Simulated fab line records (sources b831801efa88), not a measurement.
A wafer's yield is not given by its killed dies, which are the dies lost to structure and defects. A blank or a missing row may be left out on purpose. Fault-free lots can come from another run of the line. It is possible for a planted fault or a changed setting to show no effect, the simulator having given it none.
Which tool did it? -- flow sky130 -- 11 lots with 33 wafers sampled at 6 steps, on a route of 708 steps

== WHAT THE GAUGES SHOWED, per wafer ==
SKY_POLY_CUT_CD_MEAS_08 targets a cd of 270 nm. Usual: cd nm at 269.9 nm, with a standard deviation of 1.6.
lot,measured,on,cd nm (nm),flag
L960,day 24 05:09,cd sem-01,272.4 272.6 272.5,
L961,day 24 07:39,cd sem-01,268.8 269.3 269.4,
L962,day 25 01:59,cd sem-01,270.6 269.9 270.8,
L963,day 25 15:48,cd sem-02,271.2 269.2 270.6,
L965,day 26 08:46,cd sem-02,271.2 269.5 271.6,
L967,day 27 09:20,cd sem-01,270.7 269.8 271.3,
L973,day 29 04:38,cd sem-02,269.6 267.8 268.0,
L974,day 29 19:53,cd sem-02,267.5 269.2 269.0,
L979,day 30 22:34,cd sem-02,270.4 269.1 270.1,
L980,day 31 19:30,cd sem-02,272.9 273.5 271.8,
L982,day 32 02:47,cd sem-01,266.1 264.9 266.2,

SKY_SD_N_RS_MEAS_16: uses a four-point probe to measure. Usual: SD_N_RS 68.44 ohm/sq, standard deviation 0.12.
lot,measured,on,SD_N_RS (ohm/sq),flag
L960,day 27 21:13,film metro-02,68.24 68.33 68.37,
L961,day 28 00:25,film metro-04,68.35 68.32 68.33,
L962,day 28 18:10,film metro-01,68.71 68.57 68.75,
L963,day 29 07:43,film metro-01,68.61 68.44 68.50,
L965,day 29 23:36,film metro-04,68.42 68.53 68.33,
L967,day 31 00:04,film metro-01,68.33 68.62 68.49,
L973,day 32 17:34,film metro-01,65.94 65.99 65.86,OFF
L974,day 33 09:16,film metro-01,65.96 65.85 65.97,OFF
L979,day 34 08:56,film metro-04,68.53 68.52 68.50,
L980,day 35 04:14,film metro-02,68.42 68.18 68.34,
L982,day 35 11:19,film metro-01,68.46 68.66 68.52,

SKY_SD_N_RS_MEAS_17: uses a four-point probe to measure. Usual: SD_P_RS 146.8 ohm/sq, standard deviation 0.37.
lot,measured,on,SD_P_RS (ohm/sq),flag
L960,day 27 21:20,film metro-02,146.3 146.4 146.5,
L961,day 28 00:32,film metro-04,147.1 146.8 146.9,
L962,day 28 18:17,film metro-01,147.2 147.1 147.3,
L963,day 29 07:50,film metro-01,147.4 147.2 147.5,
L965,day 29 23:43,film metro-04,146.5 147.3 146.7,
L967,day 31 00:11,film metro-01,146.7 147.2 146.7,
L973,day 32 17:41,film metro-01,134.4 134.7 134.1,OFF
L974,day 33 09:23,film metro-01,134.2 134.1 134.5,OFF
L979,day 34 09:04,film metro-04,147.1 147.2 147.1,
L980,day 35 04:22,film metro-02,146.0 146.4 146.3,
L982,day 35 11:26,film metro-01,146.8 147.2 146.7,

SKY_LI_CONTACT_OVL_MEAS_13. Usual: LI_CONTACT_OVL -1 nm, standard deviation 6.1.
lot,measured,on,LI_CONTACT_OVL (nm),flag
L960,day 29 02:24,overlay-02,-12 -1 -6,
L961,day 29 06:12,overlay-02,-12 -11 -3,
L962,day 29 23:18,overlay-02,8 -3 -1,
L963,day 30 12:37,overlay-01,-7 4 -4,
L965,day 31 04:34,overlay-02,2 -11 -3,
L967,day 32 05:06,overlay-02,2 1 11,
L973,day 33 21:16,overlay-01,-4 0 9,
L974,day 34 12:03,overlay-01,8 -4 8,
L979,day 35 12:25,overlay-02,-4 8 1,
L980,day 36 07:13,overlay-01,0 2 5,
L982,day 36 14:33,overlay-01,-5 -4 0,

== WHICH TOOL RAN EACH LOT (tool, then ch and the chambers of the sampled wafers, then the start) ==
lot,SKY_POLY_CUT_ETCH_11,SKY_SD_N_RTA_14
L960,"rie diel-03 ch 0,2,3, day 24 05:21","rtp anneal-02 ch 0, day 27 21:02"
L961,"rie diel-02 ch 1,3, day 24 07:51","rtp anneal-01 ch 0, day 28 00:15"
L962,"rie diel-03 ch 0,2,3, day 25 02:11","rtp anneal-02 ch 0, day 28 18:00"
L963,"rie diel-03 ch 0,1,3, day 25 16:00","rtp anneal-01 ch 0, day 29 07:32"
L965,"rie diel-02 ch 0,2, day 26 08:55","rtp anneal-02 ch 0, day 29 23:24"
L967,"rie diel-02 ch 1,3, day 27 09:31","rtp anneal-02 ch 0, day 30 23:53"
L973,"rie diel-03 ch 1,2, day 29 04:50","rtp anneal-02 ch 0, day 32 17:24"
L974,"rie diel-03 ch 0,1,2, day 29 20:04","rtp anneal-02 ch 0, day 33 09:06"
L979,"rie diel-04 ch 0,1, day 30 22:45","rtp anneal-01 ch 0, day 34 08:46"
L980,"rie diel-04 ch 2,3, day 31 19:42","rtp anneal-01 ch 0, day 35 04:04"
L982,"rie diel-03 ch 1,2, day 32 02:58","rtp anneal-01 ch 0, day 35 11:05"
- SKY_POLY_CUT_ETCH_11: etches Si3N4 in CF4/CH2F2/Ar, stops on poly-Si, time 42.5 s, target depth 60 nm.
- SKY_SD_N_RTA_14: time 2 s.

== AS READ BY THE TOOLS THEMSELVES (means over the sampled wafers that have a number; for cases with no such wafer, the mark the record gives instead) ==
SKY_POLY_CUT_ETCH_11. Usual: drypump motor current A 5.5 A, standard deviation 0.5; oes product au 0.829 a.u., standard deviation 0.0068; throttle valve pct 14.994 %, standard deviation 0.0094.
lot,tool,drypump motor current A (A),oes product au (a.u.),throttle valve pct (%),flag
L960,rie diel-03,5.6,0.823,14.996,
L961,rie diel-02,6.1,0.831,14.996,
L962,rie diel-03,5.6,0.831,14.993,
L963,rie diel-03,5.5,0.821,14.982,
L965,rie diel-02,5.3,0.819,14.991,
L967,rie diel-02,6.1,0.822,14.990,
L973,rie diel-03,5.0,0.832,14.994,
L974,rie diel-03,5.2,0.830,14.995,
L979,rie diel-04,5.5,0.841,14.997,
L980,rie diel-04,6.0,0.831,14.990,
L982,rie diel-03,5.0,0.833,14.997,

SKY_SD_N_RTA_14. Usual: lamp power pct 15.73 %, standard deviation 0.058; wafer_temp_C_max 1077.9, standard deviation 1.2.
lot,tool,lamp power pct (%),wafer_temp_C_max,flag
L960,rtp anneal-02,15.72,1078.0,
L961,rtp anneal-01,15.73,1078.5,
L962,rtp anneal-02,15.77,1077.9,
L963,rtp anneal-01,15.77,1077.3,
L965,rtp anneal-02,15.77,1078.3,
L967,rtp anneal-02,15.74,1076.6,
L973,rtp anneal-02,15.96,1093.8,OFF
L974,rtp anneal-02,15.96,1091.9,OFF
L979,rtp anneal-01,15.71,1077.5,
L980,rtp anneal-01,15.74,1077.8,
L982,rtp anneal-01,15.68,1077.1,

== THE ANSWER, worked out from the rows above alone ==
Rule: a lot is off if the mean of its wafers that have a number lies more than 3 standard deviations from the usual mean. Also off: a lot with no number at a reading for which 4 or more lots have one. All remaining lots with rows at the step are treated as sound. First the gauges in route order, then the tools' own readings, where a lot's mean is used as printed above. The first step at which some lot is off is used, and at that step the reading that is off furthest; a lot without a number counts as furthest.
Off: L973, L974, at SKY_SD_N_RS_MEAS_16 (SD_N_RS).
A tool fits if, at a process step before that reading, it ran every lot that is off, and no sound lot after the first of them. The gauges at SKY_SD_N_RS_MEAS_16 aren't tried: what is off there is off at SKY_SD_N_RTA_14 too, on other tools, and a gauge's error can't cause that. One candidate fits, namely rtp anneal-02 at SKY_SD_N_RTA_14. Its last sound lot is L967 (day 30 23:53), its first lot that is off L973 (day 32 17:24): a fault that began between those two fits.
The tool's own readings at SKY_SD_N_RTA_14 bear it out: on the lots that are off they differ by more than 5 times the standard deviation of the sound lots' means. lamp power pct reads 15.96 % there against 15.74 % on the sound lots; wafer_temp_C_max reads 1092.8 there against 1077.7 on the sound lots.

== WHAT THE SIMULATOR HAD PUT IN ==
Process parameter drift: rtp anneal-02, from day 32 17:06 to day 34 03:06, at SKY_SD_N_RTA_14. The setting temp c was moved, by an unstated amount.
Struck lots among those shown: L973, L974. Same finding as the rule above.
